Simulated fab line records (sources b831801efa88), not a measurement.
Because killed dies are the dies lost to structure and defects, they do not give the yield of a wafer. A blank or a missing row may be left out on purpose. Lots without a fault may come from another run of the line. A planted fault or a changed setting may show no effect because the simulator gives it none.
Tool commonality check / flow gf180mcu / Lots sampled 11, wafers sampled 33

## REASON FOR OPENING
Of 11 lots, 1 have the reading STI_CVD_03_THK flagged at GF_STI_THK_MEAS_04. Fault-free wafers read 207.6 nm, with a standard deviation of 2.1.
Rule: a lot is flagged when every wafer of it that has a number lies more than 4 standard deviations from that mean, or none has a number. The other lots count as sound.

lot=L949; measured=day 1 14:55; on=film metro-01; STI_CVD_03_THK (nm), wafer by wafer=209.2 209.1 208.3; flag=
lot=L950; measured=day 1 19:34; on=film metro-03; STI_CVD_03_THK (nm), wafer by wafer=207.3 204.5 208.1; flag=
lot=L951; measured=day 1 23:34; on=film metro-02; STI_CVD_03_THK (nm), wafer by wafer=206.1 206.2 204.8; flag=
lot=L952; measured=day 2 04:44; on=film metro-03; STI_CVD_03_THK (nm), wafer by wafer=204.6 205.1 205.4; flag=
lot=L953; measured=day 2 09:52; on=film metro-03; STI_CVD_03_THK (nm), wafer by wafer=211.7 211.7 212.2; flag=
lot=L954; measured=day 2 15:44; on=film metro-01; STI_CVD_03_THK (nm), wafer by wafer=208.1 205.9 206.3; flag=
lot=L955; measured=day 2 20:04; on=film metro-03; STI_CVD_03_THK (nm), wafer by wafer=205.9 206.5 205.2; flag=
lot=L957; measured=day 3 05:48; on=film metro-02; STI_CVD_03_THK (nm), wafer by wafer=208.6 208.4 209.6; flag=
lot=L962; measured=day 4 06:34; on=film metro-01; STI_CVD_03_THK (nm), wafer by wafer=238.7 238.8 238.2; flag=FLAGGED
lot=L970; measured=day 5 22:34; on=film metro-02; STI_CVD_03_THK (nm), wafer by wafer=209.3 209.3 210.3; flag=
lot=L972; measured=day 6 08:34; on=film metro-03; STI_CVD_03_THK (nm), wafer by wafer=208.0 207.3 207.2; flag=
Average over the flagged lots: 238.6 nm; offset from the usual +31.0 nm, equal to +15 standard deviations.

## LOT BY LOT: THE TOOL USED
The record keeps 1 process step preceding the reading, out of 602 steps on the route. In each cell: the tool, then ch and the chambers that the sampled wafers went through, then the start.
lot=L949; flag=; GF_STI_CVD_03=lpcvd-02 ch 1, day 1 12:55
lot=L950; flag=; GF_STI_CVD_03=lpcvd-01 ch 0, day 1 16:34
lot=L951; flag=; GF_STI_CVD_03=lpcvd-01 ch 1, day 1 21:34
lot=L952; flag=; GF_STI_CVD_03=lpcvd-01 ch 1, day 2 02:45
lot=L953; flag=; GF_STI_CVD_03=lpcvd-02 ch 0, day 2 07:52
lot=L954; flag=; GF_STI_CVD_03=lpcvd-02 ch 1, day 2 13:44
lot=L955; flag=; GF_STI_CVD_03=lpcvd-02 ch 0, day 2 18:04
lot=L957; flag=; GF_STI_CVD_03=lpcvd-02 ch 0, day 3 03:49
lot=L962; flag=FLAGGED; GF_STI_CVD_03=lpcvd-02 ch 1, day 4 04:34
lot=L970; flag=; GF_STI_CVD_03=lpcvd-01 ch 0, day 5 20:34
lot=L972; flag=; GF_STI_CVD_03=lpcvd-01 ch 0, day 6 06:34
These steps, and what they do:
- GF_STI_CVD_03: deposits Si3N4 from DCS/NH3, target thk 207.16 nm, time 3551 s.
- GF_STI_THK_MEAS_04

## FLAGGED AGAINST TOTAL, ONE TOOL AT A TIME (gauges that did the reading follow at the end)
step=GF_STI_CVD_03; tool=lpcvd-01; lots run=5; flagged=0; share of the flagged lots=none; sound lots run after its first flagged lot=-
step=GF_STI_CVD_03; tool=lpcvd-02; lots run=6; flagged=1; share of the flagged lots=all; sound lots run after its first flagged lot=0
step=GF_STI_THK_MEAS_04; tool=film metro-01; lots run=3; flagged=1; share of the flagged lots=all; sound lots run after its first flagged lot=0
step=GF_STI_THK_MEAS_04; tool=film metro-02; lots run=3; flagged=0; share of the flagged lots=none; sound lots run after its first flagged lot=-
step=GF_STI_THK_MEAS_04; tool=film metro-03; lots run=5; flagged=0; share of the flagged lots=none; sound lots run after its first flagged lot=-

## WHAT IS ALLOWED BY THE TABLE
Every flagged lot went through 2 rows of the table: lpcvd-02 at GF_STI_CVD_03 and film metro-01 at GF_STI_THK_MEAS_04.
- lpcvd-02 at GF_STI_CVD_03 ran 6 lots, 1 of them flagged. It ran its last sound lot, L957, at day 3 03:49 and its first flagged lot, L962, at day 4 04:34: a fault with its onset between the two fits. Its own readings lie more than 4 standard deviations out on every wafer of the flagged lots: spike tc bottom C, spike tc centre C, spike tc lower C, spike tc upper C, susceptor temp C.
- film metro-01 at GF_STI_THK_MEAS_04 ran 3 lots, 1 of them flagged. It ran its last sound lot, L954, at day 2 15:44 and its first flagged lot, L962, at day 4 06:34: a fault with its onset between the two fits.
A lot count leaves these 2 tools indistinguishable: every one of them fits a fault beginning at some hour. More lots, or a look at what each step does to the wafer, might.

## WHAT THE SIMULATOR PUT IN
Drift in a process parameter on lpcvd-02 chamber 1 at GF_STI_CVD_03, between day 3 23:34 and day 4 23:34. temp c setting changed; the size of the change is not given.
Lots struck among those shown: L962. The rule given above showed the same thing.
